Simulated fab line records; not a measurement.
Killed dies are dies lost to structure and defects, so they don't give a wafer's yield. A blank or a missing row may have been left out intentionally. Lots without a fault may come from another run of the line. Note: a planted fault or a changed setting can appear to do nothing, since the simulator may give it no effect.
fab line records	flow sky130	part 2 of 2: steps 43 to 43 of 43
[record] lots = 6	wafers = 18	last-day = 50
route steps=708 shown VIA2@509 METAL3@532 CAPM@537 PAD_OPEN@708
lots untouched by any fault: they come from a run of this same line in which no faults occurred
start-h: hours from the record's first day to the start of the lot's first wafer shown	wait-h: hours from the lot's prior step to this one	" identical to the entry in the row above	L1.1+2: a row that stands for several wafers	- no value present, or no start provided	* or withheld: withheld	< > ~ a bound
route shown NAME@n: names a module that has steps shown in the file, with the first one's number in the route	usual: mean/standard deviation taken from wafers without a fault	same: alike in all rows	chamber/n: place in a boat	sites: per-site readings	_std_site: the standard deviation of these	_edge_site: the outer-site mean with the inner-site mean subtracted	radius-mm: for every site, how far away it sits from the centre of the wafer	mask NAME#n: copy n	behind: the tool/chamber that last shaped the wafer	hold: the reason the lot was held/the length of the hold in hours/how it ended	device: whichever transistor did not switch (one of n, p or np)	end of line: tests run on the same wafers once the route is complete	a step with no rows: only its recipe	killed: dies lost to structure and defects at the first sort, not the wafer's yield	map: the dies of a wafer, with x for killed, . for not killed, _ for no die there
set.NAME: the setting that was run; set.NAME@STEP: the one run at that earlier step	model.NAME: the simulator's own value behind a step, which no gauge read
a table for each step, a row for each wafer; lots at some steps of the route
services: a tool's chamber out of use, with start hour (start-h, from the record's first day; less than 0 if before it), hours out, and reason
[[steps]]
[step SKY_PAD_OPEN_PROBE_99]
[usual] defect-limited-yield = 82.8/1.7	killed_at_M0_to_M3 = 43/6.2	killed_at_M4_up = 2.8/1.7	killed-at-contacts = 24/4.8	killed-at-front-end = 15/4.3	killed-at-other = 0.3/0.55	killed-dies = 85/8.4	killed-open = 46/6.7	killed-short = 38/6.2	sort_bin_3_pad_short = 0.9/0.46	sort_bin_5_function = 10.2/1.3	sort_bin_6_memory = 6.1/0.9	sort-n-pass = 407/8.4	sort-yield-pct = 82.8/1.7
[same] gross-dies = 492	killed-at-back-side = 0	sort_bin_4_leakage[%] = 0	sort_bin_8_speed[%] = 0
lot.wafer	tool	chamber	start-h	wait-h	defect-limited-yield[%]	killed_at_M0_to_M3	killed_at_M4_up	killed-at-contacts	killed-at-front-end	killed-at-other	killed-dies	killed-open	killed-short	sort_bin_3_pad_short[%]	sort_bin_5_function[%]	sort_bin_6_memory[%]	sort-n-pass	sort-yield-pct[%]	model.etest.tester.sort-n-pass	model.etest.tester.sort-yield-pct	model.etest.tester.sort_bin_5_pct	model.etest.tester.sort_bin_3_pct
L133.3	prober-02	-	1071.33	0.2	86.4	33	3	21	10	0	67	35	32	0.8	6.7	6.1	425	86.4	425	86.38	6.707	0.813
L133.4	prober-02	-	1071.38	0.2	81.7	50	1	25	14	0	90	45	45	0.6	10.4	7.3	402	81.7	402	81.71	10.37	0.6098
L133.6	prober-02	-	1071.48	0.2	82.3	44	5	22	16	0	87	52	34	0.4	10.8	6.5	405	82.3	405	82.32	10.77	0.4065
L139.1	prober-02	-	1113.63	0.1	76.4	85	3	16	12	0	116	45	30	3.0	14.2	6.3	376	76.4	376	76.42	14.23	3.049
L139.2	prober-02	-	1113.68	0.1	74.2	91	2	22	11	1	127	45	26	2.2	15.9	7.7	365	74.2	365	74.19	15.85	2.236
L139.6	prober-02	-	1113.88	0.2	78.7	76	2	20	7	0	105	36	32	2.6	11.8	6.9	387	78.7	387	78.66	11.79	2.642
L140.3	prober-01	-	1116.67	0.2	80.1	34	2	41	21	0	98	64	34	0.6	11.6	7.7	394	80.1	394	80.08	11.59	0.6098
L140.5	prober-01	-	1116.77	0.2	79.7	50	6	28	16	0	100	40	60	1.6	11.2	7.5	392	79.7	392	79.67	11.18	1.626
L140.6	prober-01	-	1116.82	0.2	82.9	37	4	28	14	1	84	52	32	1.2	10.0	5.9	408	82.9	408	82.93	9.959	1.22
L141.1	prober-02	-	1125.41	0.1	73.6	90	5	19	16	0	130	48	28	3.0	17.1	6.3	362	73.6	362	73.58	17.07	3.049
L141.2	prober-02	-	1125.46	0.1	76.2	78	2	21	16	0	117	45	37	1.4	16.3	6.1	375	76.2	375	76.22	16.26	1.423
L141.4	prober-02	-	1125.56	0.2	75.2	72	3	21	26	0	122	53	46	1.8	15.0	7.9	370	75.2	370	75.2	15.04	1.829
L148.3	prober-01	-	1171.99	0.2	80.3	51	1	30	15	0	97	52	45	2.6	11.2	5.9	395	80.3	395	80.28	11.18	2.642
L148.4	prober-01	-	1172.04	0.2	83.9	42	2	21	14	0	79	48	31	0.2	10.0	5.9	413	83.9	413	83.94	9.959	0.2033
L148.6	prober-01	-	1172.14	0.2	83.3	45	3	26	7	1	82	37	44	1.2	10.0	5.5	410	83.3	410	83.33	9.959	1.22
L149.2	prober-02	-	1190.58	0.1	81.7	53	2	28	6	1	90	48	42	0.8	11.8	5.7	402	81.7	402	81.71	11.79	0.813
L149.4	prober-02	-	1190.68	0.2	80.7	48	7	25	14	1	95	43	52	1.4	11.0	6.9	397	80.7	397	80.69	10.98	1.423
L149.5	prober-02	-	1190.73	0.2	82.3	41	3	22	20	1	87	47	39	1.2	10.6	5.9	405	82.3	405	82.32	10.57	1.22
// killed by level:class
L133.3 CONTACT:geometric-particle:open=11 VIA2:geometric-particle:open=7 FIELD_ISO:geometric-particle:short=6 METAL1:geometric-particle:short=5 VIA3:geometric-particle:open=5 LI_CONTACT:geometric-particle:short=4 CONTACT:geometric-particle:short=4 VIA1:geometric-particle:open=4
L133.4 VIA1:geometric-particle:open=15 VIA1:geometric-particle:short=10 METAL1:geometric-particle:short=8 CONTACT:geometric-particle:open=7 LI_CONTACT:geometric-particle:open=6 CONTACT:geometric-particle:short=6 FIELD_ISO:geometric-particle:short=5 VIA3:geometric-particle:open=5
L133.6 VIA1:geometric-particle:open=15 VIA3:geometric-particle:open=12 CONTACT:geometric-particle:open=9 CONTACT:geometric-particle:short=6 FIELD_ISO:geometric-particle:open=5 FIELD_ISO:geometric-particle:short=5 METAL2:geometric-particle:short=5 METAL4:geometric-particle:short=4
L139.1 VIA2:unspecified=41 VIA1:geometric-particle:open=16 VIA2:geometric-particle:open=8 METAL1:geometric-particle:short=7 LI_CONTACT:geometric-particle:open=5 POLY_GATE:geometric-particle:short=4 CONTACT:geometric-particle:open=4 METAL2:geometric-particle:short=4
L139.2 VIA2:unspecified=55 VIA1:geometric-particle:open=11 LOCAL_INTERCONNECT:geometric-particle:short=6 VIA3:geometric-particle:open=6 VIA2:geometric-particle:open=6 CONTACT:geometric-particle:open=5 CONTACT:geometric-particle:short=4 METAL2:geometric-particle:short=4
L139.6 VIA2:unspecified=36 CONTACT:geometric-particle:open=10 VIA1:geometric-particle:open=9 VIA1:geometric-particle:short=6 VIA3:geometric-particle:open=6 LI_CONTACT:geometric-particle:open=4 METAL1:geometric-particle:short=4 VIA3:geometric-particle:short=4
L140.3 LI_CONTACT:geometric-particle:open=18 CONTACT:geometric-particle:open=11 FIELD_ISO:geometric-particle:open=7 VIA2:geometric-particle:open=6 SPACER:geometric-particle:open=5 VIA3:geometric-particle:open=5 VIA1:geometric-particle:short=5 METAL2:geometric-particle:short=5
L140.5 LI_CONTACT:geometric-particle:short=9 VIA1:geometric-particle:open=8 CONTACT:geometric-particle:open=8 VIA1:geometric-particle:short=8 METAL2:geometric-particle:short=8 POLY_GATE:geometric-particle:short=7 CONTACT:geometric-particle:short=7 VIA3:geometric-particle:short=7
L140.6 CONTACT:geometric-particle:open=11 VIA1:geometric-particle:open=10 LI_CONTACT:geometric-particle:open=10 VIA3:geometric-particle:open=6 FIELD_ISO:geometric-particle:open=4 POLY_GATE:geometric-particle:short=4 CONTACT:geometric-particle:short=4 VIA1:geometric-particle:short=4
L141.1 VIA2:unspecified=54 VIA1:geometric-particle:open=14 VIA2:geometric-particle:open=10 POLY_GATE:geometric-particle:open=5 LOCAL_INTERCONNECT:geometric-particle:short=5 CONTACT:geometric-particle:open=5 LI_CONTACT:geometric-particle:open=4 VIA3:geometric-particle:open=3
L141.2 VIA2:unspecified=35 CONTACT:geometric-particle:open=10 VIA1:geometric-particle:open=8 FIELD_ISO:geometric-particle:short=7 VIA3:geometric-particle:short=6 VIA3:geometric-particle:open=6 LI_CONTACT:geometric-particle:open=5 METAL1:geometric-particle:short=5
L141.4 VIA2:unspecified=23 VIA1:geometric-particle:open=13 FIELD_ISO:geometric-particle:short=9 FIELD_ISO:geometric-particle:open=8 VIA3:geometric-particle:open=8 CONTACT:geometric-particle:open=8 CONTACT:geometric-particle:short=7 POLY_GATE:geometric-particle:short=5
L148.3 VIA1:geometric-particle:open=11 METAL2:geometric-particle:short=10 CONTACT:geometric-particle:open=8 LI_CONTACT:geometric-particle:open=7 POLY_GATE:geometric-particle:open=6 CONTACT:geometric-particle:short=6 LI_CONTACT:geometric-particle:short=5 VIA1:geometric-particle:short=5
L148.4 VIA3:geometric-particle:open=11 VIA1:geometric-particle:open=9 LI_CONTACT:geometric-particle:open=8 METAL2:geometric-particle:short=8 CONTACT:geometric-particle:open=5 FIELD_ISO:geometric-particle:short=4 POLY_GATE:geometric-particle:open=4 METAL3:geometric-particle:short=4
L148.6 VIA1:geometric-particle:open=10 LI_CONTACT:geometric-particle:open=7 LOCAL_INTERCONNECT:geometric-particle:short=6 VIA2:geometric-particle:open=6 VIA2:geometric-particle:short=6 VIA1:geometric-particle:short=5 CONTACT:geometric-particle:short=5 METAL2:geometric-particle:short=5
L149.2 VIA1:geometric-particle:open=12 CONTACT:geometric-particle:open=11 METAL1:geometric-particle:short=8 VIA3:geometric-particle:open=8 CONTACT:geometric-particle:short=6 LI_CONTACT:geometric-particle:open=6 METAL3:geometric-particle:short=5 LOCAL_INTERCONNECT:geometric-particle:short=4
L149.4 CONTACT:geometric-particle:open=9 METAL1:geometric-particle:short=8 VIA1:geometric-particle:open=8 CONTACT:geometric-particle:short=6 VIA1:geometric-particle:short=6 VIA3:geometric-particle:open=6 LI_CONTACT:geometric-particle:open=5 VIA2:geometric-particle:short=4
L149.5 LI_CONTACT:geometric-particle:open=9 VIA3:geometric-particle:open=9 VIA1:geometric-particle:open=7 FIELD_ISO:geometric-particle:short=5 POLY_GATE:geometric-particle:short=5 CONTACT:geometric-particle:open=5 METAL2:geometric-particle:short=4 METAL1:geometric-particle:short=4
// map L139.2 (x killed, . not)
__________..x...xx.._________
________..x.x......x.x_______
______..x........x...x.._____
_____.......x..x....x..xx____
____...........x.........x___
___....x......x....xx......__
__....x.........xx..x......._
_..x....xxx..................
_...x................x.......
_....x...x......x............
_..x.x.......x...............
_.x...xxx..xx.x.x.........x..
_..x.xx.xxx.................x
_...xxxxxxxxx............xx..
_xxxxxxxxxxxx..x..x.x.x.x..x.
__.xxxxxxxxx.....x..x......._
___xxxxxxxxxx..x.....x...x.__
____x.xxxx.x.xx..x........___
_____.xxx..x......x......____
______xxx.x.......x....x_____
________.........x...._______
__________.........._________
// map L141.1 (x killed, . not)
__________...x......_________
________....x....x...x_______
______................xx_____
_____...x.x..........x...____
____...x..............x...___
___x..............x...x....__
__x...x....................._
_..x....x....x....xx..x......
_..x.....x....x..xx..........
_.....x........x......x.....x
_..xx.x....................x.
_......xxx..xx.x...x..x....x.
_.x.xxxxxxx.x......x...x.x...
_.xxxxxxxxxxx.x.x....x.......
_...xxxxxxxx....x......x.....
__x.xxxxxxxxx.....x........._
___xxxxxxxx..x..xx..x.x....__
____xxxxxxx....x.....x..x.___
_____xxx.x.......x.......____
______x.......x......x.x_____
________x......x.x...x_______
__________...x.xx..._________
[[services]]
tool	chamber	start-h	hours	kind
pvd-sputter-01	3	832.59	-	consumable-replace:kit
plasma-asher-01	-	834.36	1.3	repair
pvd-sputter-03	0	839.94	-	consumable-replace:kit
pvd-sputter-03	0	839.94	18.0	scheduled-down
pvd-sputter-03	0	839.94	18.0	vent-cycle
cvd-w-01	-	845.12	2.8	pm
rie-diel-02	2	857.07	6.9	repair
pvd-sputter-02	-	866.25	1.1	repair
rie-diel-03	1	869.69	19.0	repair
rie-diel-02	0	876.60	14.4	repair
pvd-sputter-02	0	877.44	-	consumable-replace:kit
pvd-sputter-02	0	877.44	18.0	scheduled-down
pvd-sputter-02	0	877.44	18.0	vent-cycle
rie-diel-02	3	896.88	4.8	repair
cvd-w-02	-	904.00	14.0	pm
pvd-sputter-03	-	907.18	6.7	repair
rie-diel-02	-	908.70	4.3	pm
plasma-asher-03	-	952.13	2.9	repair
pvd-sputter-02	-	983.12	1.3	repair
pvd-sputter-03	-	984.20	3.6	repair
pvd-sputter-03	-	986.73	3.8	repair
cvd-w-01	0	994.19	4.7	repair
cvd-w-01	-	994.29	0.4	repair
rie-diel-02	-	998.52	15.6	pm
[[key]]
[first-sign] step = SKY_PAD_OPEN_PROBE_99	reading = killed_at_M0_to_M3	direction = up	sigmas = 6.3	usual = 43	struck = 82
[effect] step = SKY_PAD_OPEN_PROBE_99	reading = defect-limited-yield	direction = down	sigmas = 4.1	usual = 82.8	struck = 75.7
[model-effect] step = SKY_PAD_OPEN_PROBE_99	value = etest.tester.sort-n-pass	without = 407.7	struck = 372.5
met-at SKY_VIA2_ETCH_14
struck-wafers L139.1,L139.2,L139.6,L141.1,L141.2,L141.4
[fault] kind = chamber-particle-source	tool = rie-diel-03	chamber = -	onset-h = 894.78	steps = SKY_VIA2_ETCH_14	rate-per-visit-cm2 = 1.0482	end-h = 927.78
